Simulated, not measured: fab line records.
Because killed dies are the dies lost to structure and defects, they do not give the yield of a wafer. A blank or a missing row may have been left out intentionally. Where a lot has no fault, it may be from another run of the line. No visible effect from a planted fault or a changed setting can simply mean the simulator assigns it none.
Which tool was responsible?	flow sky130	14 lots with 42 wafers sampled at 4 steps, on a route of 708 steps

== WHAT THE GAUGES SHOWED, per wafer ==
SKY_LOCAL_INTERCONNECT_OVL_MEAS_12.
lot	measured	on	LOCAL_INTERCONNECT_OVL (nm)
L190	day 30 06:29	overlay-02	1 8 2
L191	day 30 14:11	overlay-01	8 12 2
L192	day 31 03:03	overlay-01	-3 3 1
L193	day 31 20:46	overlay-02	-3 0 -2
L198	day 33 15:05	overlay-01	3 -1 15
L201	day 34 06:04	overlay-02	8 0 4
L202	day 34 08:14	overlay-02	-4 -6 -4
L203	day 34 17:49	overlay-02	-7 -1 -13
L210	day 36 15:28	overlay-01	3 11 9
L211	day 37 00:11	overlay-01	0 -1 1
L212	day 37 07:22	overlay-02	3 4 10
L213	day 37 15:20	overlay-01	5 -2 4

SKY_CONTACT_THK_MEAS_03.
lot	measured	on	CONTACT_HDPCVD_THK (nm)
L190	day 30 07:28	film metro-02	565 558 574
L191	day 30 15:08	film metro-04	572 573 567
L192	day 31 03:59	film metro-03	560 560 558
L193	day 31 21:42	film metro-03	560 568 556
L198	day 33 15:59	film metro-02	563 554 560
L201	day 34 07:24	film metro-02	559 553 556
L202	day 34 09:38	film metro-02	578 573 569
L203	day 34 18:43	film metro-04	566 566 561
L210	day 36 16:28	film metro-04	565 563 562
L211	day 37 01:06	film metro-03	555 564 557
L212	day 37 08:19	film metro-03	564 557 563
L213	day 37 16:15	film metro-02	568 569 572

== EACH LOT AND THE TOOL THAT RAN IT (in order: tool; ch and the chambers of the sampled wafers; start) ==
lot	SKY_LI_CONTACT_SPUTTER_19	SKY_LOCAL_INTERCONNECT_SPUTTER_00
L190	pvd sputter-03, day 29 01:56	pvd sputter-01, day 29 02:41
L191	pvd sputter-01, day 29 09:30	pvd sputter-03, day 29 10:14
L192	pvd sputter-04, day 29 22:04	pvd sputter-02, day 29 22:53
L193	pvd sputter-01, day 30 16:34	pvd sputter-02, day 30 17:19
L198	pvd sputter-01, day 32 11:06	pvd sputter-02, day 32 11:50
L201	pvd sputter-04, day 33 02:28	pvd sputter-02, day 33 03:12
L202	pvd sputter-04, day 33 04:47	pvd sputter-02, day 33 05:32
L203	pvd sputter-01, day 33 14:11	pvd sputter-02, day 33 14:56
L206	pvd sputter-04, day 34 08:43	-
L207	pvd sputter-04, day 34 20:47	-
L210	pvd sputter-04, day 35 12:02	pvd sputter-01, day 35 12:47
L211	pvd sputter-04, day 35 20:54	pvd sputter-02, day 35 21:41
L212	pvd sputter-04, day 36 03:46	pvd sputter-03, day 36 04:30
L213	pvd sputter-04, day 36 13:03	pvd sputter-01, day 36 13:47
- SKY_LI_CONTACT_SPUTTER_19: material Ti, target thk 20 nm, time 106.37 s.
- SKY_LOCAL_INTERCONNECT_SPUTTER_00: material TiN, target thk 100 nm, time 83.3 s.

== WHAT THE TOOLS THEMSELVES READ (means of the sampled wafers that have a number; where no wafer has one, the mark that the record gives instead) ==
SKY_LI_CONTACT_SPUTTER_19.
lot	tool	cathode dc power W (W)	chamber pressure pa (Pa)	throttle valve pct (%)
L190	pvd sputter-03	2500.3	4.999	30.6
L191	pvd sputter-01	2499.8	4.992	31.0
L192	pvd sputter-04	2499.9	4.995	29.3
L193	pvd sputter-01	2499.9	5.008	30.4
L198	pvd sputter-01	2499.7	4.998	31.1
L201	pvd sputter-04	2500.1	4.991	29.6
L202	pvd sputter-04	2499.7	5.001	29.8
L203	pvd sputter-01	2500.2	5.005	30.3
L206	pvd sputter-04	-	-	-
L207	pvd sputter-04	-	-	-
L210	pvd sputter-04	2499.8	5.004	29.5
L211	pvd sputter-04	2499.9	4.988	29.4
L212	pvd sputter-04	2499.6	5.003	29.3
L213	pvd sputter-04	2500.0	4.991	29.8

SKY_LOCAL_INTERCONNECT_SPUTTER_00.
lot	tool	cathode dc power W (W)	chamber pressure pa (Pa)	throttle valve pct (%)
L190	pvd sputter-01	6501.8	0.3989	30.3
L191	pvd sputter-03	6500.0	0.4002	30.2
L192	pvd sputter-02	6499.8	0.3997	29.5
L193	pvd sputter-02	6499.5	0.4001	29.5
L198	pvd sputter-02	6500.5	0.3989	30.4
L201	pvd sputter-02	6498.4	0.4002	29.7
L202	pvd sputter-02	6500.3	0.3998	29.5
L203	pvd sputter-02	6499.6	0.4007	29.7
L210	pvd sputter-01	6500.0	0.3995	31.0
L211	pvd sputter-02	6500.0	0.3995	29.6
L212	pvd sputter-03	6498.3	0.4001	30.4
L213	pvd sputter-01	6500.0	0.3999	30.6

== THE ANSWER, worked out from the rows above alone ==
Rule: usual is defined by the lots themselves. Put in order of their means at a reading, lots are off if they are a third of the lots or fewer, leave a main group of 4 or more, and stand apart from it by a gap of 3 or more times the standard deviation of the main group's means; of several such gaps the widest counts. A main group is skipped when, at the precision printed for the reading in the tables above, its means are all equal. A lot without any number at a reading at which 4 lots or more have one is off too. Any other lot the step has rows for is counted as sound. After the gauges, taken in route order, come the tools' own readings; for these a lot's mean is taken, as printed above. At the first step where some lot is off, the reading lying furthest off is the one used; lots without a number count as furthest.
Off at SKY_LI_CONTACT_SPUTTER_19 (cathode dc power W): L206, L207. Without a number there: L206, L207. The main group has a mean of 2499.9 W with a standard deviation of 0.2.
A tool fits if, at that step or a process step before it, it ran every lot that is off, and no sound lot after the first of them. Of those tried, none fits.

== WHAT THE SIMULATOR HAD PUT IN ==
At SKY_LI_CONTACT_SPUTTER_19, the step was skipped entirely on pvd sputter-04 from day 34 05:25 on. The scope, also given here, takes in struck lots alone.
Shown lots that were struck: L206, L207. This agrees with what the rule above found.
